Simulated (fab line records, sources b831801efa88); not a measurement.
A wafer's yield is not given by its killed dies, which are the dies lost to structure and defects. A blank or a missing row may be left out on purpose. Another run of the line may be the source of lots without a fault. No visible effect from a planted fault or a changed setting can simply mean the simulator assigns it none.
Which tool was responsible? :: flow sky130 :: 12 lots, 35 wafers sampled, at 4 steps of a route of 708

== WHAT THE GAUGES READ, wafer by wafer ==
SKY_LDD_P_OVL_MEAS_08. Usual: LDD_P_OVL -1.2 nm, standard deviation 1.4.
lot: L809
measured: day 18 22:50
on: overlay-02
LDD_P_OVL (nm): -0.6 -0.4 -0.4
flag: 

lot: L810
measured: day 19 03:48
on: overlay-02
LDD_P_OVL (nm): -2.6 -3.7 -2.0
flag: 

lot: L812
measured: day 20 07:48
on: overlay-01
LDD_P_OVL (nm): -2.6 -3.4 -3.9
flag: 

lot: L811
measured: day 20 05:16
on: overlay-02
LDD_P_OVL (nm): -0.1 0.0 -0.3
flag: 

lot: L813
measured: day 21 17:25
on: overlay-01
LDD_P_OVL (nm): -2.2 -2.2 -3.0
flag: 

lot: L814
measured: day 21 21:31
on: overlay-01
LDD_P_OVL (nm): -1.4 -0.4 -1.8
flag: 

lot: L815
measured: day 21 21:13
on: overlay-02
LDD_P_OVL (nm): -1.7 -4.0 -1.6
flag: 

lot: L823
measured: day 24 00:19
on: overlay-02
LDD_P_OVL (nm): 0.0 -0.2
flag: 

lot: L825
measured: day 24 23:16
on: overlay-01
LDD_P_OVL (nm): -1.6 -1.6 -2.0
flag: 

lot: L827
measured: day 25 10:34
on: overlay-01
LDD_P_OVL (nm): -0.1 -0.7 -1.4
flag: 

lot: L831
measured: day 26 15:17
on: overlay-01
LDD_P_OVL (nm): -1.8 -2.5 -2.4
flag: 

lot: L832
measured: day 26 23:26
on: overlay-01
LDD_P_OVL (nm): -0.9 -2.6 -2.7
flag: 

== EACH LOT AND THE TOOL THAT RAN IT (in order: tool; ch and the chambers of the sampled wafers; start) ==
lot: L809
SKY_GATE_OXIDE_STRIP_13: plasmaAsher-02 ch 0,1, day 13 12:35
SKY_POLY_GATE_ETCH_15: rieDiel-03 ch 1,2,3, day 16 08:21
SKY_LDD_P_COAT_02: lithoTrack-04 ch 0, day 18 06:33

lot: L810
SKY_GATE_OXIDE_STRIP_13: plasmaAsher-04 ch 0,1, day 13 23:01
SKY_POLY_GATE_ETCH_15: rieDiel-03 ch 0,3, day 16 12:21
SKY_LDD_P_COAT_02: lithoTrack-03 ch 0, day 18 12:02

lot: L812
SKY_GATE_OXIDE_STRIP_13: plasmaAsher-04 ch 0,1, day 14 23:23
SKY_POLY_GATE_ETCH_15: rieDiel-03 ch 0,1,3, day 17 15:21
SKY_LDD_P_COAT_02: lithoTrack-02 ch 0, day 19 16:24

lot: L811
SKY_GATE_OXIDE_STRIP_13: plasmaAsher-04 ch 0,1, day 14 23:41
SKY_POLY_GATE_ETCH_15: rieDiel-04 ch 0,1, day 17 12:30
SKY_LDD_P_COAT_02: lithoTrack-02 ch 0, day 19 12:58

lot: L813
SKY_GATE_OXIDE_STRIP_13: plasmaAsher-04 ch 0,1, day 16 08:11
SKY_POLY_GATE_ETCH_15: rieDiel-04 ch 0,1,2, day 19 00:50
SKY_LDD_P_COAT_02: lithoTrack-03 ch 0, day 21 02:11

lot: L814
SKY_GATE_OXIDE_STRIP_13: plasmaAsher-04 ch 0,1, day 16 09:56
SKY_POLY_GATE_ETCH_15: rieDiel-02 ch 0,1,3, day 19 04:36
SKY_LDD_P_COAT_02: lithoTrack-03 ch 0, day 21 05:34

lot: L815
SKY_GATE_OXIDE_STRIP_13: plasmaAsher-02 ch 0,1, day 16 10:14
SKY_POLY_GATE_ETCH_15: rieDiel-04 ch 0,1,3, day 19 04:15
SKY_LDD_P_COAT_02: lithoTrack-04 ch 0, day 21 04:57

lot: L823
SKY_GATE_OXIDE_STRIP_13: plasmaAsher-04 ch 0,1, day 18 14:30
SKY_POLY_GATE_ETCH_15: rieDiel-02 ch 0,2, day 21 08:57
SKY_LDD_P_COAT_02: lithoTrack-03 ch 0, day 23 09:17

lot: L825
SKY_GATE_OXIDE_STRIP_13: plasmaAsher-01 ch 0,1, day 19 14:31
SKY_POLY_GATE_ETCH_15: rieDiel-03 ch 1,2, day 22 09:06
SKY_LDD_P_COAT_02: lithoTrack-03 ch 0, day 24 07:50

lot: L827
SKY_GATE_OXIDE_STRIP_13: plasmaAsher-04 ch 0,1, day 20 02:38
SKY_POLY_GATE_ETCH_15: rieDiel-03 ch 0,1,2, day 22 20:29
SKY_LDD_P_COAT_02: lithoTrack-04 ch 0, day 24 20:03

lot: L831
SKY_GATE_OXIDE_STRIP_13: plasmaAsher-04 ch 0,1, day 21 07:17
SKY_POLY_GATE_ETCH_15: rieDiel-03 ch 0,3, day 24 00:27
SKY_LDD_P_COAT_02: lithoTrack-02 ch 0, day 26 00:01

lot: L832
SKY_GATE_OXIDE_STRIP_13: plasmaAsher-01 ch 0,1, day 21 15:26
SKY_POLY_GATE_ETCH_15: rieDiel-02 ch 0,3, day 24 11:18
SKY_LDD_P_COAT_02: lithoTrack-02 ch 0, day 26 09:25
- SKY_GATE_OXIDE_STRIP_13: strips in O2/N2.
- SKY_POLY_GATE_ETCH_15: etches BARC in N2/H2, stops on SiO2, time 118.5 s, target depth 110 nm.
- SKY_LDD_P_COAT_02: resist thk 1140 nm.

== AS READ BY THE TOOLS THEMSELVES (means over the sampled wafers that have a number; for cases with no such wafer, the mark the record gives instead) ==
SKY_GATE_OXIDE_STRIP_13. Usual: drypumpMotorCurrentA 5.6 A, standard deviation 0.35; oesProductAu 0.716 a.u., standard deviation 0.0041; stripTimeToEndpointS 14.16 s, standard deviation 0.044.
lot: L809
tool: plasmaAsher-02
drypumpMotorCurrentA (A): 5.3
oesProductAu (a.u.): 0.717
stripTimeToEndpointS (s): 14.15
flag: 

lot: L810
tool: plasmaAsher-04
drypumpMotorCurrentA (A): 6.0
oesProductAu (a.u.): 0.717
stripTimeToEndpointS (s): 14.20
flag: 

lot: L812
tool: plasmaAsher-04
drypumpMotorCurrentA (A): 6.0
oesProductAu (a.u.): 0.714
stripTimeToEndpointS (s): 14.12
flag: 

lot: L811
tool: plasmaAsher-04
drypumpMotorCurrentA (A): 5.8
oesProductAu (a.u.): 0.717
stripTimeToEndpointS (s): 14.16
flag: 

lot: L813
tool: plasmaAsher-04
drypumpMotorCurrentA (A): 6.0
oesProductAu (a.u.): 0.715
stripTimeToEndpointS (s): 14.17
flag: 

lot: L814
tool: plasmaAsher-04
drypumpMotorCurrentA (A): 5.9
oesProductAu (a.u.): 0.720
stripTimeToEndpointS (s): 14.13
flag: 

lot: L815
tool: plasmaAsher-02
drypumpMotorCurrentA (A): 5.5
oesProductAu (a.u.): 0.714
stripTimeToEndpointS (s): 14.16
flag: 

lot: L823
tool: plasmaAsher-04
drypumpMotorCurrentA (A): 5.9
oesProductAu (a.u.): 0.707
stripTimeToEndpointS (s): 14.14
flag: 

lot: L825
tool: plasmaAsher-01
drypumpMotorCurrentA (A): 5.3
oesProductAu (a.u.): 0.714
stripTimeToEndpointS (s): 14.18
flag: 

lot: L827
tool: plasmaAsher-04
drypumpMotorCurrentA (A): 6.0
oesProductAu (a.u.): 0.715
stripTimeToEndpointS (s): 14.19
flag: 

lot: L831
tool: plasmaAsher-04
drypumpMotorCurrentA (A): 6.0
oesProductAu (a.u.): 0.715
stripTimeToEndpointS (s): 14.16
flag: 

lot: L832
tool: plasmaAsher-01
drypumpMotorCurrentA (A): 5.4
oesProductAu (a.u.): 0.714
stripTimeToEndpointS (s): 14.09
flag: 

SKY_POLY_GATE_ETCH_15. Usual: drypumpMotorCurrentA 5.6 A, standard deviation 0.5; oesProductAu 0.716 a.u., standard deviation 0.0048; throttleValvePct 13.213 %, standard deviation 0.0091.
lot: L809
tool: rieDiel-03
drypumpMotorCurrentA (A): 5.5
oesProductAu (a.u.): 0.719
throttleValvePct (%): 13.206
flag: 

lot: L810
tool: rieDiel-03
drypumpMotorCurrentA (A): 5.3
oesProductAu (a.u.): 0.717
throttleValvePct (%): 13.213
flag: 

lot: L812
tool: rieDiel-03
drypumpMotorCurrentA (A): 5.5
oesProductAu (a.u.): 0.720
throttleValvePct (%): 13.218
flag: 

lot: L811
tool: rieDiel-04
drypumpMotorCurrentA (A): 6.3
oesProductAu (a.u.): 0.712
throttleValvePct (%): 13.217
flag: 

lot: L813
tool: rieDiel-04
drypumpMotorCurrentA (A): 6.2
oesProductAu (a.u.): 0.712
throttleValvePct (%): 13.213
flag: 

lot: L814
tool: rieDiel-02
drypumpMotorCurrentA (A): 5.6
oesProductAu (a.u.): 0.717
throttleValvePct (%): 13.210
flag: 

lot: L815
tool: rieDiel-04
drypumpMotorCurrentA (A): 6.1
oesProductAu (a.u.): 0.716
throttleValvePct (%): 13.221
flag: 

lot: L823
tool: rieDiel-02
drypumpMotorCurrentA (A): 5.5
oesProductAu (a.u.): 0.714
throttleValvePct (%): 13.207
flag: 

lot: L825
tool: rieDiel-03
drypumpMotorCurrentA (A): 5.2
oesProductAu (a.u.): 0.721
throttleValvePct (%): 13.204
flag: 

lot: L827
tool: rieDiel-03
drypumpMotorCurrentA (A): 5.0
oesProductAu (a.u.): 0.712
throttleValvePct (%): 13.219
flag: 

lot: L831
tool: rieDiel-03
drypumpMotorCurrentA (A): 5.3
oesProductAu (a.u.): 0.717
throttleValvePct (%): 13.211
flag: 

lot: L832
tool: rieDiel-02
drypumpMotorCurrentA (A): 5.6
oesProductAu (a.u.): 0.717
throttleValvePct (%): 13.214
flag: 

== THE ANSWER, worked out from the rows above alone ==
Rule: a lot counts as off when the mean over its wafers that have a number is more than 3 standard deviations away from the usual mean. A lot without any number at a reading at which 4 lots or more have one is off too. The other lots that the step has rows for count as sound. First the gauges in route order, then the tools' own readings, where a lot's mean is used as printed above. The first step at which some lot is off is used, and at that step the reading that is off furthest; a lot without a number counts as furthest.
No lot is off at any reading shown: from this, nothing can be told.

== WHAT HAD BEEN PUT IN BY THE SIMULATOR ==
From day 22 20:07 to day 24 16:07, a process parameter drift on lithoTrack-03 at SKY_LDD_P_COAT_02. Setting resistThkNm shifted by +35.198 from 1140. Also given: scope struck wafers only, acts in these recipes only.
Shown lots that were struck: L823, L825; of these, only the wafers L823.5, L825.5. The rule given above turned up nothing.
